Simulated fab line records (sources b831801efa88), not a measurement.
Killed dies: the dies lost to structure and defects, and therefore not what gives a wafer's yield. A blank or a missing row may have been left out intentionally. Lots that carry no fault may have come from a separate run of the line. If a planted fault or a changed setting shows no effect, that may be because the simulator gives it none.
A struck lot beside a sound one / flow sfq-line / 41 steps out of a route of 325
Sound: wafers L973.2, L973.3, L973.6. Struck: wafers L986.1, L986.5. (L986.3 of the same lot was not struck and is left out.) The cause comes at the end.
Per side, at each step with rows, come the tool, then ch with its chambers, and then its first start. Under that, the readings that differ: sound wafers / struck wafers / difference of the means / sigmas: that difference in standard deviations of wafers without a fault.
alike: readings with means less than 2 such deviations apart, plus words and numbers identical on both sides. not compared: withheld readings, readings lacking a value on some wafer, bounds such as >300 that could conceal the same value, and numbers that have no deviation in the record and whose values overlap.
A row with sigmas, a row that says differs or no value, or rows on one side alone: a step with any of these is where the two part. When numbers do not overlap yet have no deviation, they are printed without sigmas and do not part them. A reading missing from all wafers of one side parts the sides only when that side holds two or more wafers.

first, 6 steps without rows for these wafers: SFQ_TRILAYER_I6_VIA_LITHO_COAT_174 (resist thk 61.66 nm); SFQ_TRILAYER_I6_VIA_LITHO_COAT_169 (resist thk 650 nm); SFQ_TRILAYER_I6_VIA_LITHO_SOFTBAKE_173; SFQ_TRILAYER_I6_VIA_LITHO_EXPOSE_170 (exposes mask I6, target cd 700 nm); SFQ_TRILAYER_I6_VIA_LITHO_PEB_172 (peb time 60 s); SFQ_TRILAYER_I6_VIA_LITHO_DEVELOP_171 (time 60 s).
SFQ_I6_OVL_MEAS_942:
  sound: overlay-01 at day 77 00:12; struck: overlay-01 at day 83 23:51
  alike: I6_OVL
then, 2 steps without rows for these wafers: SFQ_TRILAYER_I6_VIA_BARC_OPEN_VIA_ETCH_235 (etches BARC in O2, target depth 125 nm, time 41.7 s); SFQ_TRILAYER_I6_VIA_ETCH_VIA_ETCH_172 (etches SiO2 in CHF3, stops on Nb, target depth 260 nm).
SFQ_TRILAYER_I6_VIA_STRIP_STRIP_173: strips in O2.
  sound on rie-metal-04 ch 0, day 77 00:35; struck on rie-metal-01 ch 1, day 84 00:02
reading=oes-product-au (a.u.); sound=0.996 1.001 0.992; struck=1.009 1.014; difference=+0.015; sigmas=+2
  alike: drypump-motor-current-A, platen-temp-c
  not compared: rf-hours-counter-h
then, 2 steps without rows for these wafers: SFQ_TRILAYER_I6_VIA_STRIP_SOLV_CLEAN_174 (cleans in NMP, time 600 s); SFQ_TRILAYER_M7_DEP_PRE_CLEAN_176 (time 22.5 s).
SFQ_TRILAYER_M7_DEP_SPUTTER_175: material Nb, target thk 200 nm, time 133.3 s.
  sound: pvd-sputter-06 at day 77 01:47; struck: pvd-sputter-06 at day 84 01:26
reading=model.Nb_of_TRILAYER_M7_DEP_SPUTTER_175.thk-nm (nm); sound=196 198.6 200.5; struck=265.1 265.8; difference=+67.1; sigmas=
  alike: throttle-valve-pct
SFQ_M7_RS_MEAS_943: measures by four-point-probe.
  sound: film-metro-01 at day 77 01:53; struck: film-metro-03 at day 84 01:49
reading=M7_NB_RS (ohm/sq); sound=0.909 0.896 0.888; struck=0.670 0.667; difference=-0.229; sigmas=-26
  not compared: hold
then, 5 steps without rows for these wafers: SFQ_TRILAYER_M7_LITHO_COAT_177 (resist thk 600 nm); SFQ_TRILAYER_M7_LITHO_SOFTBAKE_181; SFQ_TRILAYER_M7_LITHO_EXPOSE_178 (exposes mask M7, target cd 500 nm); SFQ_TRILAYER_M7_LITHO_PEB_180 (peb time 60 s); SFQ_TRILAYER_M7_LITHO_DEVELOP_179 (time 60 s).
-- the record jumps here: 3 days lie between the struck wafers' starts before and after --
SFQ_M7_OVL_MEAS_945:
  sound: overlay-02 at day 77 06:00; struck: overlay-01 at day 87 05:16
  alike: M7_OVL
then, 1 step without rows for these wafers: SFQ_TRILAYER_M7_BARC_OPEN_METAL_ETCH_229 (etches BARC in O2, target depth 125 nm, time 41.7 s).
SFQ_TRILAYER_M7_ETCH_METAL_ETCH_180: etches Nb in Cl2/Ar, stops on SiO2, target depth 240 nm, time 120 s.
  sound on rie-metal-02 ch 0,1, day 77 06:05; struck on rie-metal-02 ch 0, day 87 05:21
reading=oes-product-au (a.u.); sound=0.884 0.889 0.895; struck=0.996 0.989; difference=+0.103; sigmas=+16
  alike: drypump-motor-current-A
  not compared: rf-hours-counter-h
then, 2 steps without rows for these wafers: SFQ_TRILAYER_M7_STRIP_STRIP_181 (strips in O2); SFQ_TRILAYER_M7_STRIP_SOLV_CLEAN_182 (cleans in NMP, time 600 s).
SFQ_TRILAYER_I7_DEP_PECVD_183: deposits SiO2 from SiH4/N2O, time 113.9 s, target thk 500 nm.
  sound on pecvd-02 ch 0,1,2, day 77 06:59; struck on pecvd-04 ch 1,2, day 87 06:15
  alike: heater-power-w, throttle-valve-pct
then, 1 step without rows for these wafers: SFQ_TRILAYER_I7_CMP_CMP_184 (polishes SiO2).
SFQ_I7_BOW_MEAS_946:
  sound: film-metro-01 at day 77 11:18; struck: film-metro-01 at day 87 17:43
  alike: I7_BOW
SFQ_TRILAYER_I7_METRO_MEASURE_185:
  sound: film-metro-01 at day 77 11:36; struck: film-metro-01 at day 87 17:50
  alike: thk-nm
then, 6 steps without rows for these wafers: SFQ_TRILAYER_I7_VIA_LITHO_COAT_192 (resist thk 62 nm); SFQ_TRILAYER_I7_VIA_LITHO_COAT_187 (resist thk 650 nm); SFQ_TRILAYER_I7_VIA_LITHO_SOFTBAKE_191; SFQ_TRILAYER_I7_VIA_LITHO_EXPOSE_188 (exposes mask I7, target cd 1000 nm); SFQ_TRILAYER_I7_VIA_LITHO_PEB_190 (peb time 60.96 s); SFQ_TRILAYER_I7_VIA_LITHO_DEVELOP_189 (time 60 s).
SFQ_I7_OVL_MEAS_947:
  sound: overlay-01 at day 77 16:29; struck: overlay-01 at day 87 23:05
  alike: I7_OVL
SFQ_TRILAYER_I7_VIA_BARC_OPEN_VIA_ETCH_260: etches BARC in O2, target depth 125 nm, time 41.7 s.
  sound on rie-diel-01 ch 0,1, day 77 16:31; struck on rie-diel-01 ch 1,2, day 87 23:07
reading=oes-product-au (a.u.); sound=0.690 0.684 0.686; struck=0.674 0.675; difference=-0.012; sigmas=-3
  alike: drypump-motor-current-A
  not compared: rf-hours-counter-h
then, 1 step without rows for these wafers: SFQ_TRILAYER_I7_VIA_ETCH_VIA_ETCH_190 (etches SiO2 in CHF3, stops on Nb, target depth 260 nm).
SFQ_TRILAYER_I7_VIA_STRIP_STRIP_191: strips in O2.
  sound on rie-metal-02 ch 0,1, day 77 16:40; struck on rie-metal-03 ch 0,1, day 87 23:16
  alike: drypump-motor-current-A, oes-product-au, platen-temp-c
  not compared: rf-hours-counter-h
then, 2 steps without rows for these wafers: SFQ_TRILAYER_I7_VIA_STRIP_SOLV_CLEAN_192 (cleans in NMP, time 600 s); SFQ_TRILAYER_M8_LITHO_LOR_COAT_197.
-- the record jumps here: 3 days lie between the struck wafers' starts before and after --
SFQ_M8_BOW_MEAS_951:
  sound: film-metro-03 at day 81 07:01; struck: film-metro-03 at day 91 03:12
reading=model.etest.m7.comb-log10-ohm; sound=12 12 12; struck=0 0; difference=-12; sigmas=
reading=model.etest.m7.ohm-sq; sound=0.9091 0.8972 0.8887; struck=0.672 0.6702; difference=-0.227; sigmas=
  alike: M8_BOW

WHERE THEY PART
At SFQ_TRILAYER_I6_VIA_STRIP_STRIP_173 first; at SFQ_TRILAYER_I7_VIA_BARC_OPEN_VIA_ETCH_260 last (within this record only). Later steps at which nothing parts them and some readings are alike: SFQ_TRILAYER_I7_VIA_STRIP_STRIP_191, SFQ_M8_BOW_MEAS_951.

WHY: the cause the simulator had injected
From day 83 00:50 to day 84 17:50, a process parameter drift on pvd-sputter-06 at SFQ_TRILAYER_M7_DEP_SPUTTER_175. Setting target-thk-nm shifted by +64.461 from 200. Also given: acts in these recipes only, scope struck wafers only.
